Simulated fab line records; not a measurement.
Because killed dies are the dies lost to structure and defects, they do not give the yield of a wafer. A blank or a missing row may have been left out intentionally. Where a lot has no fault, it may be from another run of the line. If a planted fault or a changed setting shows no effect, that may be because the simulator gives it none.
fab line records	flow sky130
record lots=12	wafers=36	last-day=50
route steps=708 shown PWDE@54 VIA4@651 PASSIVATION@693 PAD_OPEN@708
lots with no fault: from the same line, run without faults
start-h: the number of hours between the record's first day and the start of the first shown wafer of the lot	wait-h: how many hours have passed since the lot's step before this one	" same as the row above	L1.1+2: one row covering several wafers at once	- value missing, or start not given	* or withheld: withheld	< > ~ a bound
route shown NAME@n: NAME is a module with steps in the file, n the number in the route of the first one	usual: mean/standard deviation of fault-free wafers	same: alike in all rows	chamber/n: place in a boat	sites: the reading at each site	_std_site: their standard deviation	_edge_site: inner sites' mean taken away from outer sites' mean	radius-mm: how far each site lies from the wafer's centre	mask NAME#n: copy n	behind: the last tool/chamber to shape the wafer	hold: reason for holding the lot/hours on hold/outcome of the hold	device: transistor that didn't switch, given as n, p or np	end of line: tests run on the same wafers once the route is complete	where a step has no rows: the recipe by itself	killed: dies lost to structure and defects at the first sort, not the wafer's yield	map: a wafer's dies, x killed, . not, _ none there
set.NAME: the setting that was run; set.NAME@STEP: the one run at that earlier step	model.NAME: the simulator's own value behind a step, which no gauge read
the route's steps for a sample of lots (tables are steps, rows are wafers)
services: when a tool's chamber went out of use (start-h, in hours from the record's first day, below 0 if earlier), for how many hours, and the reason
## steps
# step SKY_PWDE_STRIP_09
# recipe chemistry=O2/N2	power-w=1400	pressure-mtorr=1500	platen-temp-c=withheld	o2-flow-sccm=3000	n2-flow-sccm=300	overash-fraction=0.5
# usual drypump-motor-current-A=5.5/0.46	oes-product-au=0.723/0.0045	strip-time-to-endpoint-s=36.88/0.11
lot.wafer	tool	chamber	start-h	wait-h	drypump-motor-current-A	oes-product-au	rf-hours-counter-h	strip-time-to-endpoint-s
L257.1	plasma-asher-02	0	67.12	0.1	5.1	0.722	35	36.91
L257.2	"	1	"	"	5.6	0.725	35	37.02
L257.4	"	1	"	"	5.6	0.715	-	36.93
L258.1	plasma-asher-01	0	81.71	0.1	5.7	0.725	28	36.85
L258.4	"	1	"	"	4.8	0.727	-	36.73
L258.5	"	1	"	"	4.8	0.722	-	36.79
L260.3	plasma-asher-02	0	96.07	0.1	5.1	0.717	-	36.88
L260.4	"	1	"	"	5.6	0.730	-	36.90
L260.5	"	0	"	"	5.1	0.728	-	36.98
L264.3	plasma-asher-01	1	114.81	0.1	4.8	0.728	-	36.94
L264.4	"	0	"	"	5.7	0.719	-	36.87
L264.5	"	1	"	"	4.8	0.725	-	36.88
L265.2	plasma-asher-03	1	115.36	0.1	5.8	0.723	41	36.98
L265.3	"	0	"	"	6.3	0.717	-	36.87
L265.6	"	0	"	"	6.3	0.721	-	37.00
L267.3	plasma-asher-03	0	131.17	0.1	6.4	0.721	-	37.01
L267.4	"	1	"	"	5.8	0.730	-	37.00
L267.6	"	1	"	"	5.8	0.727	-	37.03
L270.1	plasma-asher-02	0	155.84	0.1	5.1	0.724	3	36.98
L270.2	"	1	"	"	5.6	0.723	3	36.93
L270.4	"	0	"	"	5.1	0.720	-	36.90
L271.3	plasma-asher-01	1	157.12	0.1	4.8	0.721	-	37.09
L271.4	"	0	"	"	5.7	0.720	-	37.07
L271.6	"	1	"	"	4.8	0.715	-	37.04
L272.1	plasma-asher-01	1	172.34	0.1	4.8	0.724	37	36.86
L272.3	"	1	"	"	4.8	0.730	-	36.84
L272.4	"	0	"	"	5.7	0.721	-	36.88
L273.2	plasma-asher-03	0	173.27	0.1	6.3	0.723	47	36.78
L273.4	"	1	"	"	5.8	0.730	-	36.87
L273.5	"	0	"	"	6.3	0.720	-	36.79
L274.1	plasma-asher-01	1	183.41	0.1	4.9	0.723	39	36.81
L274.4	"	0	"	"	5.7	0.726	-	36.87
L274.6	"	1	"	"	4.8	0.721	-	37.00
L277.2	plasma-asher-01	0	193.06	0.1	5.7	0.716	39	36.81
L277.4	"	1	"	"	4.8	0.737	-	36.84
L277.6	"	0	"	"	5.7	0.730	-	36.74
# step SKY_VIA4_ETCH_12
# recipe target=SiO2	chemistry=C4F8/O2/Ar	stop-on=TiN	mask-material=NOVOLAK	source-w=1500	bias-w=1200	pressure-mtorr=40	c4f8-flow-sccm=withheld	O2_flow_sccm=6	Ar_flow_sccm=300	time-s=withheld	target-depth-a=5800
# usual oes-product-au=0.926/0.0048
lot.wafer	tool	chamber	start-h	wait-h	oes-product-au
L257.1	rie-diel-02	2	1007.16	0.0	0.932
L257.2	"	0	"	"	0.928
L257.4	"	1	"	"	0.921
L258.1	rie-diel-02	1	1027.24	0.0	0.927
L258.4	"	2	"	"	0.926
L258.5	"	3	"	"	0.922
L260.3	rie-diel-02	2	1042.56	0.0	0.922
L260.4	"	0	"	"	0.928
L260.5	"	0	"	"	0.918
L264.3	rie-diel-03	0	1066.91	0.0	0.926
L264.4	"	3	"	"	0.918
L264.5	"	0	"	"	0.930
L265.2	rie-diel-02	1	1068.31	0.0	0.926
L265.3	"	3	"	"	0.919
L265.6	"	1	"	"	0.933
L267.3	rie-diel-01	3	1088.21	0.0	0.928
L267.4	"	0	"	"	0.918
L267.6	"	3	"	"	0.928
L270.1	rie-diel-01	3	1109.76	0.0	0.933
L270.2	"	0	"	"	0.928
L270.4	"	2	"	"	0.923
L271.3	rie-diel-01	2	1115.36	0.0	0.922
L271.4	"	0	"	"	0.924
L271.6	"	2	"	"	0.928
L272.1	rie-diel-02	3	1124.51	0.0	0.933
L272.3	"	2	"	"	0.931
L272.4	"	1	"	"	0.930
L273.2	rie-diel-01	1	1129.61	0.0	0.924
L273.4	"	0	"	"	0.920
L273.5	"	2	"	"	0.920
L274.1	rie-diel-02	0	1140.81	0.0	0.930
L274.4	"	3	"	"	0.931
L274.6	"	0	"	"	0.924
L277.2	rie-diel-03	3	1152.04	0.0	0.929
L277.4	"	1	"	"	0.936
L277.6	"	3	"	"	0.926
# step SKY_VIA4_SPUTTER_17
# recipe material=TiN	target-thk-nm=20	chamber-pressure-pa=5	power-w=4000	time-s=80
# usual cathode-dc-power-W=4000.1/0.72	throttle-valve-pct=29.8/1.1
lot.wafer	tool	chamber	start-h	wait-h	cathode-dc-power-W	throttle-valve-pct
L257.1	pvd-sputter-01	-	1007.82	0.0	4001.2	29.0
L257.2	"	-	"	"	4000.3	29.6
L257.4	"	-	"	"	3998.9	31.0
L258.1	pvd-sputter-03	-	1027.94	0.0	4000.6	31.9
L258.4	"	-	"	"	4001.3	29.1
L258.5	"	-	"	"	4002.1	28.7
L260.3	pvd-sputter-03	-	1043.27	0.0	4000.4	28.5
L260.4	"	-	"	"	3999.4	32.0
L260.5	"	-	"	"	3999.1	29.3
L264.3	pvd-sputter-01	-	1067.60	0.0	4000.4	29.8
L264.4	"	-	"	"	3999.8	31.1
L264.5	"	-	"	"	3998.4	29.9
L265.2	pvd-sputter-01	-	1068.97	0.0	4000.1	29.8
L265.3	"	-	"	"	3998.7	28.7
L265.6	"	-	"	"	3999.6	28.8
L267.3	pvd-sputter-01	-	1088.90	0.0	3999.4	29.5
L267.4	"	-	"	"	3999.3	31.2
L267.6	"	-	"	"	4001.0	29.8
L270.1	pvd-sputter-02	-	1110.50	0.0	3999.4	28.5
L270.2	"	-	"	"	3999.5	28.7
L270.4	"	-	"	"	4000.3	31.0
L271.3	pvd-sputter-01	-	1116.04	0.0	3999.2	31.2
L271.4	"	-	"	"	3999.7	30.0
L271.6	"	-	"	"	4000.3	29.8
L272.1	pvd-sputter-03	-	1125.18	0.0	4000.6	29.0
L272.3	"	-	"	"	4001.1	29.1
L272.4	"	-	"	"	4000.3	31.7
L273.2	pvd-sputter-01	-	1130.42	0.0	4000.5	29.6
L273.4	"	-	"	"	4000.4	28.6
L273.5	"	-	"	"	3999.4	29.5
L274.1	pvd-sputter-01	-	1141.52	0.0	4000.8	31.2
L274.4	"	-	"	"	4000.2	30.0
L274.6	"	-	"	"	3999.5	31.1
L277.2	pvd-sputter-03	-	1152.72	0.0	3999.9	29.0
L277.4	"	-	"	"	3999.8	29.1
L277.6	"	-	"	"	4001.1	28.5
# step SKY_PASSIVATION_STRIP_12
# recipe chemistry=O2/N2	power-w=1400	pressure-mtorr=1500	platen-temp-c=withheld	overash-fraction=0.7	o2-flow-sccm=3000	n2-flow-sccm=300
# usual drypump-motor-current-A=5.6/0.52	oes-product-au=0.660/0.0047	strip-time-to-endpoint-s=31.52/0.14
lot.wafer	tool	chamber	start-h	wait-h	drypump-motor-current-A	oes-product-au	rf-hours-counter-h	strip-time-to-endpoint-s
L257.1	plasma-asher-02	0	1054.89	0.1	5.1	0.659	93	31.68
L257.2	"	1	"	"	5.6	0.662	93	31.52
L257.4	"	0	"	"	5.1	0.660	-	31.32
L258.1	plasma-asher-03	1	1074.18	0.1	5.8	0.659	33	31.45
L258.4	"	1	"	"	5.8	0.657	-	31.30
L258.5	"	1	"	"	5.8	0.665	-	31.44
L260.3	plasma-asher-03	1	1088.91	0.1	5.8	0.663	-	31.58
L260.4	"	0	"	"	6.3	0.656	-	31.74
L260.5	"	1	"	"	5.8	0.669	-	31.87
L264.3	plasma-asher-03	0	1111.31	0.1	6.4	0.656	-	31.52
L264.4	"	1	"	"	5.8	0.674	-	31.50
L264.5	"	1	"	"	5.8	0.652	-	31.47
L265.2	plasma-asher-03	0	1113.06	0.1	6.3	0.660	36	31.46
L265.3	"	1	"	"	5.8	0.657	-	31.62
L265.6	"	0	"	"	6.3	0.662	-	31.34
L267.3	plasma-asher-02	1	1132.06	0.1	5.6	0.664	-	31.55
L267.4	"	0	"	"	5.1	0.663	-	31.34
L267.6	"	1	"	"	5.6	0.657	-	31.45
L270.1	plasma-asher-02	0	1151.89	0.1	5.1	0.661	102	31.65
L270.2	"	1	"	"	5.6	0.663	102	31.50
L270.4	"	1	"	"	5.6	0.652	-	31.58
L271.3	plasma-asher-04	1	1157.83	0.1	4.9	0.659	-	31.65
L271.4	"	0	"	"	5.2	0.658	-	31.53
L271.6	"	0	"	"	5.2	0.663	-	31.75
L272.1	plasma-asher-03	0	1164.51	0.1	6.4	0.667	41	31.67
L272.3	"	0	"	"	6.4	0.654	-	31.59
L272.4	"	1	"	"	5.8	0.661	-	31.66
L273.2	plasma-asher-03	0	1169.09	0.1	6.4	0.661	42	31.34
L273.4	"	1	"	"	5.8	0.668	-	31.48
L273.5	"	1	"	"	5.8	0.655	-	31.46
L274.1	plasma-asher-04	0	1179.96	0.1	5.2	0.657	73	31.40
L274.4	"	0	"	"	5.2	0.668	-	31.50
L274.6	"	1	"	"	4.9	0.658	-	31.34
L277.2	plasma-asher-02	0	1189.13	0.1	5.1	0.660	106	31.25
L277.4	"	1	"	"	5.6	0.658	-	31.35
L277.6	"	1	"	"	5.6	0.649	-	31.40
# step SKY_PAD_OPEN_PROBE_99
# usual killed_at_M0_to_M3=44/7.4	killed_at_M4_up=3.1/1.8	killed-at-contacts=25/6	killed-at-front-end=15/4.4	killed-at-other=0.3/0.49	killed-dies=88/10	killed-open=48/7.4	killed-short=39/6.3
# same gross-dies=492	killed-at-back-side=0
lot.wafer	tool	chamber	start-h	wait-h	killed_at_M0_to_M3	killed_at_M4_up	killed-at-contacts	killed-at-front-end	killed-at-other	killed-dies	killed-open	killed-short
L274.1	prober-01	-	1199.16	0.1	47	2	30	24	0	103	60	43
L274.4	prober-01	-	1199.31	0.2	34	3	13	54	0	104	29	36
L274.6	prober-01	-	1199.41	0.2	42	4	33	20	0	99	56	42
L277.2	prober-02	-	1207.86	0.1	44	5	17	48	2	116	50	33
L277.4	prober-02	-	1207.96	0.2	54	2	31	20	1	108	47	60
L277.6	prober-02	-	1208.06	0.2	47	4	12	47	1	111	42	33
# killed by level:class
L274.1 VIA1:geometric-particle:open=13 LI_CONTACT:geometric-particle:open=11 CONTACT:geometric-particle:open=9 POLY_GATE:geometric-particle:short=8 POLY_GATE:geometric-particle:open=7 FIELD_ISO:geometric-particle:open=6 METAL3:geometric-particle:short=6 VIA3:geometric-particle:open=6
L274.4 PWDE:unspecified=39 VIA3:geometric-particle:open=9 POLY_GATE:geometric-particle:short=6 CONTACT:geometric-particle:open=5 VIA1:geometric-particle:open=5 VIA1:geometric-particle:short=4 FIELD_ISO:geometric-particle:short=3 LOCAL_INTERCONNECT:geometric-particle:short=3
L274.6 CONTACT:geometric-particle:open=12 VIA1:geometric-particle:open=12 LI_CONTACT:geometric-particle:open=9 METAL2:geometric-particle:short=7 FIELD_ISO:geometric-particle:open=6 VIA3:geometric-particle:open=5 CONTACT:geometric-particle:short=5 METAL1:geometric-particle:short=5
L277.2 PWDE:unspecified=32 VIA1:geometric-particle:open=9 VIA2:geometric-particle:open=8 CONTACT:geometric-particle:open=7 LI_CONTACT:geometric-particle:open=6 VIA1:geometric-particle:short=6 FIELD_ISO:geometric-particle:open=5 POLY_GATE:geometric-particle:open=4
L277.4 VIA1:geometric-particle:short=11 LOCAL_INTERCONNECT:geometric-particle:short=8 CONTACT:geometric-particle:open=8 VIA1:geometric-particle:open=7 POLY_GATE:geometric-particle:short=7 METAL2:geometric-particle:short=7 LI_CONTACT:geometric-particle:open=5 VIA2:geometric-particle:short=4
L277.6 PWDE:unspecified=34 VIA1:geometric-particle:open=8 VIA3:geometric-particle:open=7 METAL1:geometric-particle:short=7 VIA2:geometric-particle:open=7 FIELD_ISO:geometric-particle:open=6 CONTACT:geometric-particle:open=5 VIA1:geometric-particle:short=4
## services
tool	chamber	start-h	hours	kind
plasma-asher-02	-	108.75	9.0	pm
plasma-asher-02	-	143.17	2.8	pm
plasma-asher-02	-	150.65	0.6	repair
plasma-asher-03	-	232.14	2.8	pm
plasma-asher-03	-	285.02	1.4	repair
plasma-asher-02	-	318.74	1.2	repair
pvd-sputter-01	-	377.23	9.4	repair
plasma-asher-02	-	395.60	0.8	repair
plasma-asher-03	-	456.20	14.6	pm
plasma-asher-02	-	532.36	11.8	pm
plasma-asher-03	-	536.17	4.3	pm
pvd-sputter-01	-	629.72	9.4	repair
plasma-asher-03	-	693.75	2.8	repair
plasma-asher-02	-	712.92	1.5	repair
plasma-asher-03	-	733.75	9.0	pm
pvd-sputter-01	-	865.98	2.0	repair
pvd-sputter-01	-	980.58	0.6	repair
plasma-asher-02	-	986.71	8.0	repair
pvd-sputter-01	-	1035.19	10.1	repair
pvd-sputter-01	-	1051.10	7.3	repair
pvd-sputter-01	-	1058.87	0.6	repair
pvd-sputter-01	-	1099.19	1.9	repair
plasma-asher-02	-	1133.78	6.8	repair
pvd-sputter-01	-	1146.68	7.4	repair
## key
first-sign step=SKY_PAD_OPEN_PROBE_99	reading=killed-at-front-end	direction=up	sigmas=7.8	usual=15	struck=50
effect step=SKY_PAD_OPEN_PROBE_99	reading=killed-dies	direction=up	sigmas=2.2	usual=88	struck=110
met-at SKY_PWDE_STRIP_09
struck-lots L274,L277
struck-wafers L274.4,L277.2,L277.6
tester-left-out L274,L277
not-acting-at SKY_VIA4_ETCH_12,SKY_VIA4_SPUTTER_17,SKY_PASSIVATION_STRIP_12
onset-between 172.34 183.41
fault kind=chamber-particle-source	tool=plasma-asher-01	chamber=0	onset-h=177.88	steps=SKY_PWDE_STRIP_09	rate-per-visit-cm2=0.67971	end-h=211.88
# tester-left-out: of these lots the tester's yield and bins aren't shown, on N5 and GAA mostly nor the transistor test; their killed dies are dies lost to structure and defects alone, not to doping, threshold or leakage, so they don't give the yield
